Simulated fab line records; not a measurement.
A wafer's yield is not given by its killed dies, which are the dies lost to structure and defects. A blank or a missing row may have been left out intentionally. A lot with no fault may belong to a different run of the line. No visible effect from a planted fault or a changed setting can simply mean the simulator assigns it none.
Which tool was responsible? | flow gf180mcu | 12 lots, 36 wafers sampled, at 2 steps of a route of 602

== WHAT THE GAUGES SHOWED, per wafer ==
GF_SALICIDE_THK_MEAS_05: measures by xrf.
lot  | measured     | on            | SALICIDE_TIN_THK (nm)
L075 | day 15 07:32 | film-metro-02 | 20.53 20.52 20.47
L077 | day 16 05:32 | film-metro-01 | 20.62 20.56 20.67
L079 | day 17 05:41 | film-metro-02 | 20.36 20.45 20.24
L081 | day 17 21:37 | film-metro-01 | 20.46 20.30 20.33
L083 | day 18 22:19 | film-metro-02 | 20.09 19.95 20.10
L085 | day 19 04:05 | film-metro-04 | 20.27 20.36 20.12
L087 | day 19 21:50 | film-metro-02 | 20.29 20.41 20.23
L089 | day 20 15:54 | film-metro-02 | 20.33 20.23 20.32
L091 | day 21 05:12 | film-metro-01 | 20.31 20.22 20.34
L093 | day 21 23:20 | film-metro-01 | 20.52 20.48 20.48
L095 | day 22 21:53 | film-metro-02 | 19.91 20.17 20.17
L097 | day 23 07:59 | film-metro-02 | 20.24 20.57 20.32

== EACH LOT AND THE TOOL THAT RAN IT (in order: tool; ch and the chambers of the sampled wafers; start) ==
lot  | GF_PSD_RTA_13
L075 | rtp-anneal-01 ch 0, day 14 09:40
L077 | rtp-anneal-01 ch 0, day 15 06:56
L079 | rtp-anneal-01 ch 0, day 16 06:06
L081 | rtp-anneal-02 ch 0, day 16 21:13
L083 | rtp-anneal-02 ch 0, day 17 21:36
L085 | rtp-anneal-02 ch 0, day 18 02:56
L087 | rtp-anneal-02 ch 0, day 18 20:09
L089 | rtp-anneal-02 ch 0, day 19 14:34
L091 | rtp-anneal-02 ch 0, day 20 04:05
L093 | rtp-anneal-02 ch 0, day 20 22:55
L095 | rtp-anneal-01 ch 0, day 21 20:53
L097 | rtp-anneal-02 ch 0, day 22 08:07
- GF_PSD_RTA_13: time 20 s.

== THE ANSWER, worked out from the rows above alone ==
Rule: what is usual is taken from the lots themselves. Put in order of their means at a reading, lots are off if they are a third of the lots or fewer, leave a main group of 4 or more, and stand apart from it by a gap of 3 or more times the standard deviation of the main group's means; of several such gaps the widest counts. The tables above print the reading to a certain number of digits; a main group whose means all agree to those digits is not used. Also off: a lot with no number at a reading for which 4 or more lots have one. Any other lot the step has rows for is counted as sound.
Across all readings shown, no lot is off: no conclusion can be drawn from this.

== WHAT THE SIMULATOR HAD PUT IN ==
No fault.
